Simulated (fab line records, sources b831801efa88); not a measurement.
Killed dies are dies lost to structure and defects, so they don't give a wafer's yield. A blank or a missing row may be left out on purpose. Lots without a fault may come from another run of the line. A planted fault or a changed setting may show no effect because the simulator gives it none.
Which tool did it? | flow sky130 | 6 lots, 18 wafers sampled, at 5 steps of a route of 708

WHAT THE GAUGES READ, wafer by wafer
SKY_METAL1_THK_MEAS_06: measures by xrf.
lot  | measured     | on            | METAL1_ALCU_THK (nm)
L311 | day 31 15:35 | film_metro-04 | 254 255 257
L316 | day 34 00:35 | film_metro-01 | 251 252 253
L319 | day 35 01:26 | film_metro-02 | 255 255 255
L325 | day 36 13:22 | film_metro-01 | 250 254 256
L329 | day 37 13:34 | film_metro-01 | 250 256 251
L333 | day 38 17:47 | film_metro-04 | 254 250 250

WHICH TOOL RAN EACH LOT (tool, then ch and the chambers of the sampled wafers, then the start)
lot  | SKY_CONTACT_COAT_08               | SKY_CONTACT_ETCH_16                | SKY_CONTACT_ETCH_18                           | SKY_METAL1_SPUTTER_04
L311 | litho_track-03 ch 0, day 30 23:16 | rie_diel-04 ch 0,2,3, day 31 13:56 | rie_diel-04 ch 0,2,3, day 31 15:25 or earlier | pvd_sputter-03, day 31 15:25
L316 | litho_track-01 ch 0, day 33 09:24 | rie_diel-03 ch 0,1,2, day 33 22:52 | rie_diel-03 ch 0,1,2, day 34 00:25 or earlier | pvd_sputter-01, day 34 00:25
L319 | litho_track-02 ch 0, day 34 08:59 | rie_diel-02 ch 0,1,2, day 34 23:48 | rie_diel-02 ch 0,1,2, day 35 01:16 or earlier | pvd_sputter-03, day 35 01:16
L325 | litho_track-02 ch 0, day 35 22:41 | rie_diel-02 ch 1,3, day 36 11:44   | rie_diel-02 ch 1,3, day 36 13:12 or earlier   | pvd_sputter-01, day 36 13:12
L329 | litho_track-01 ch 0, day 36 22:35 | rie_diel-04 ch 0,1,2, day 37 11:55 | rie_diel-04 ch 0,1,2, day 37 13:22 or earlier | pvd_sputter-03, day 37 13:22
L333 | litho_track-02 ch 0, day 38 03:38 | rie_diel-03 ch 1,2,3, day 38 16:09 | rie_diel-03 ch 1,2,3, day 38 17:37 or earlier | pvd_sputter-01, day 38 17:37
- SKY_CONTACT_COAT_08: resist thk 60 nm.
- SKY_CONTACT_ETCH_16: etches BARC in N2/H2, stops on SiO2, time 45.9 s, target depth 60 nm.
- SKY_CONTACT_ETCH_18: etches Si3N4 in CHF3/O2, stops on TiN, time 39 s, target depth 75 nm.
- SKY_METAL1_SPUTTER_04: material TiN, target thk 70 nm, time 58.3 s.

THE ANSWER, worked out from the rows above alone
Rule: what is usual is taken from the lots themselves. Put in order of their means at a reading, lots are off if they are a third of the lots or fewer, leave a main group of 4 or more, and stand apart from it by a gap of 3 or more times the standard deviation of the main group's means; of several such gaps the widest counts. A main group whose means are all the same, to the digits that the tables above print for the reading, isn't used. A lot without any number at a reading at which 4 lots or more have one is off too. The other lots that the step has rows for count as sound.
No lot is off at any reading shown: from this, nothing can be told.

WHAT THE SIMULATOR HAD PUT IN
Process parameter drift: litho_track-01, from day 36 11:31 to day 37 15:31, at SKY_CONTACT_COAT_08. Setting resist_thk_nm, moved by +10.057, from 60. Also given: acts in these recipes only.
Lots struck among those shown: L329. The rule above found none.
